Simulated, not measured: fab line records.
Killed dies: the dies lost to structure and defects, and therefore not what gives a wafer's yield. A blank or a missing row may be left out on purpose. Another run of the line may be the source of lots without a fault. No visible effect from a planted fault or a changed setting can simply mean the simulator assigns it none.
Problem report in the 8D (eight disciplines) form, filled by code ; flow sfq_line ; the parts of the form that need people (team, actions taken, sign-off) are left out

1. THE PROBLEM
At SFQ_TRILAYER_I2_VIA_LITHO_EXPOSE_068, exposure_dose_mJ_cm2 averages 20.617 over 6 wafers from 2 lots, while fault-free wafers read 21.302, standard deviation 0.02. Measured from the usual mean, that is -34 standard deviations.
The step: exposes mask I2, target cd 500 nm.
Seen first at day 38 00:19 on krf_scanner-02, wafer L961.1. Wafers with a number at this step in the record: 18, from 6 lots. The rule behind "out" and "out of limits": a value lying over 4 standard deviations away from the usual mean. Any other wafer with a number is counted as sound.

2. WHAT IT IS AND WHAT IT IS NOT
question;is;is not
which readings at this step;exposure_dose_mJ_cm2;focus_offset_nm
which lots;L961, L970;L953, L954, L965, L971
which wafers of those lots;all that have a number;-
read on which tools;krf_scanner-02;krf_scanner-01
when;from day 38 00:19;"up to then (6 sound wafers); but 6 sound wafers of L965, L971 came after"

3. SUSPECTS, AND WHAT RULES EACH OUT
Counting: a tool stays on the suspect list if, at a process step up to the reading, it processed all lots that are out and no sound lot following the first of them.
- krf_scanner-02 at SFQ_TRILAYER_I2_VIA_LITHO_EXPOSE_068 (exposes mask I2, target cd 500 nm): kept. All lots that are out passed through it, beginning with L961 at day 38 00:19, and no sound lot followed; its final sound lot before that point was L954 at day 33 11:40. Out on those wafers are its own readings of exposure_dose_mJ_cm2.
Left after counting: krf_scanner-02 at SFQ_TRILAYER_I2_VIA_LITHO_EXPOSE_068.

4. THE CAUSE (what the simulator had put in)
Process parameters drifting: krf_scanner-02 at SFQ_TRILAYER_I2_VIA_LITHO_EXPOSE_068, beginning at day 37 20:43. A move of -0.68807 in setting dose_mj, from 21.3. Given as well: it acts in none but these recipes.
Counting left only this tool.

5. THE EFFECT CHAIN, in route order
Rows list readings where the struck wafers' mean (over those with a number) sits beyond 3 standard deviations from the usual. Only readings whose record carries a usual standard deviation are examined. hours: median over the lots of the time between each lot's start at the first step of this table that gives one and its start at this step. sigmas: the change, counted in usual standard deviations.
hours;step;reading;usual;on struck wafers;change;sigmas
0;SFQ_TRILAYER_I2_VIA_LITHO_EXPOSE_068;exposure_dose_mJ_cm2;21.302;20.617;-0.685;-34
Process steps it contains:
- SFQ_TRILAYER_I2_VIA_LITHO_EXPOSE_068: exposes mask I2, target cd 500 nm.
Later measuring or inspecting steps at which every struck wafer that the step has a row for has a number for every such reading, and none has moved that far: SFQ_I2_OVL_MEAS_918.

6. HOW IT WOULD HAVE BEEN CAUGHT EARLIER
First out-of-limits reading in this record: day 38 00:19, which is 4 hours after fault onset at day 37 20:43.
